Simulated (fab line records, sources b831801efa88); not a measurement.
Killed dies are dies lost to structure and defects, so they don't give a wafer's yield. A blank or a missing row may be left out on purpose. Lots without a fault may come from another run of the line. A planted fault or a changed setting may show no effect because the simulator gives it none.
Which tool did it? | flow gf180mcu | 6 lots, 18 wafers sampled, at 2 steps of a route of 602

WHAT THE GAUGES READ, wafer by wafer
GF_DUAL_GATE_OVL_MEAS_11.
lot  | measured     | on         | DUAL_GATE_OVL (nm)
L971 | day 8 11:58  | overlay-01 | 0.9 1.5 1.3
L973 | day 9 03:15  | overlay-01 | 0.4 0.7 1.2
L978 | day 10 14:21 | overlay-01 | 0.6 -0.2 -0.5
L981 | day 11 12:33 | overlay-02 | -0.8 1.5 1.6
L990 | day 14 03:04 | overlay-01 | -0.2 -0.7 -1.1
L992 | day 14 18:10 | overlay-01 | -2.4 -1.2 -0.5

WHICH TOOL RAN EACH LOT (tool, then ch and the chambers of the sampled wafers, then the start)
lot  | GF_DUAL_GATE_EXPOSE_08
L971 | iline_stepper-01 ch 0, day 8 04:30
L973 | iline_stepper-01 ch 0, day 8 19:10
L978 | iline_stepper-02 ch 0, day 10 05:41
L981 | iline_stepper-01 ch 0, day 11 04:11
L990 | iline_stepper-02 ch 0, day 13 17:01
L992 | iline_stepper-01 ch 0, day 14 08:01
- GF_DUAL_GATE_EXPOSE_08: exposes mask Dualgate, target cd 700 nm.

THE ANSWER, worked out from the rows above alone
Rule: what is usual is taken from the lots themselves. Put in order of their means at a reading, lots are off if they are a third of the lots or fewer, leave a main group of 4 or more, and stand apart from it by a gap of 3 or more times the standard deviation of the main group's means; of several such gaps the widest counts. A main group whose means are all the same, to the digits that the tables above print for the reading, isn't used. A lot without any number at a reading at which 4 lots or more have one is off too. The other lots that the step has rows for count as sound.
No lot is off at any reading shown: from this, nothing can be told.

WHAT THE SIMULATOR HAD PUT IN
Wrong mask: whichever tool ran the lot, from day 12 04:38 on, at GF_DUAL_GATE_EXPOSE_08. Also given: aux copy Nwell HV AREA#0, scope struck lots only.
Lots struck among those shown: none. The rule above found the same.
